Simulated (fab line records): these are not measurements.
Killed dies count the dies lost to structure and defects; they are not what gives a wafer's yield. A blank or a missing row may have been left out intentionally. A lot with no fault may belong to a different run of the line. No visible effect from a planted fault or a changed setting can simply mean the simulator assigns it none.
The same fault as seen by 2 desks || flow gf180mcu || every desk sees just its own numbers, and what lay behind them comes last

## THE TOOL OWNER'S DESK: cmp-02
The tool's own readings at GF_V4_CMP_26 (polishes, stops on SiO2, t overpolish 15 s, target thk 0 nm): means of the sampled wafers that have a number, for each lot that ran on this tool. The brackets show how far a lot's mean lies from the usual mean; more than 4 standard deviations puts the lot out of limits, marked OUT.
Columns: A = head_pressure_psi at GF_V4_CMP_26, usual 3.500 psi; B = motor_current_A at GF_V4_CMP_26, usual 10.9 A; C = overpolish_run_s at GF_V4_CMP_26, usual 15.001 s; D = slurry_filter_dp_kPa at GF_V4_CMP_26, usual 13.51 kPa; E = time_to_endpoint_s at GF_V4_CMP_26, usual 85 s
{"lot": "L742", "first seen here": "day 25 11:20", "A": 3.498, "B": 10.7, "C": 14.996, "D": 13.37, "E": 84}
{"lot": "L750", "first seen here": "day 27 23:04", "A": 3.492, "B": 11.2, "C": "5.027 (-99 or more) OUT", "D": 13.56, "E": "113 (+6.2) OUT"}
This desk finds L750 out of limits, L750 being first, at day 27 23:04 (overpolish_run_s at GF_V4_CMP_26). Within limits: L742.

## THE METROLOGY DESK
What the gauges read, lot by lot, whatever tool the lot ran on: means of the sampled wafers that have a number. The brackets show how far a lot's mean lies from the usual mean; more than 4 standard deviations puts the lot out of limits, marked OUT.
Columns: A = cd_nm at GF_V4_CD_MEAS_14, usual 260.2 nm; B = V4_OVL at GF_V4_OVL_MEAS_15, usual -3 nm; C = V4_W_RS at GF_V4_RS_MEAS_24, usual 0.3276 ohm/sq; D = V4_W_THK at GF_V4_THK_MEAS_25, usual 348 nm
{"lot": "L741", "first seen here": "day 24 23:57", "A": 257.8, "B": -3, "C": 0.3234, "D": 352}
{"lot": "L742", "first seen here": "day 25 10:09", "A": 259.3, "B": -12, "C": 0.3294, "D": 345}
{"lot": "L750", "first seen here": "day 27 21:52", "A": 260.4, "B": -3, "C": 0.3269, "D": 344}
{"lot": "L753", "first seen here": "day 28 14:11", "A": 260.2, "B": -4, "C": 0.3235, "D": 351}
{"lot": "L763", "first seen here": "day 31 10:17", "A": 261.4, "B": -5, "C": 0.3309, "D": 347}
Result from this desk: across the 5 lots, nothing is out of limits.

## ALL TOGETHER
The tool owner's desk could have raised an alarm at day 27 23:04, on L750.
Nothing out of limits was seen by the metrology desk.
The metrology desk holds a record of L750, inside its limits.
All the named lots went through GF_V4_CMP_26 on cmp-02.

## WHAT THE SIMULATOR PUT IN
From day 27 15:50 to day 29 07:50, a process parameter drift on cmp-02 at GF_V4_CMP_26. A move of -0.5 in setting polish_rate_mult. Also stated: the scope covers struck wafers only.
Lots struck among those shown: L750.
How many hours passed from the start of the fault until each desk's first out-of-limits reading: the tool owner's desk, 7.
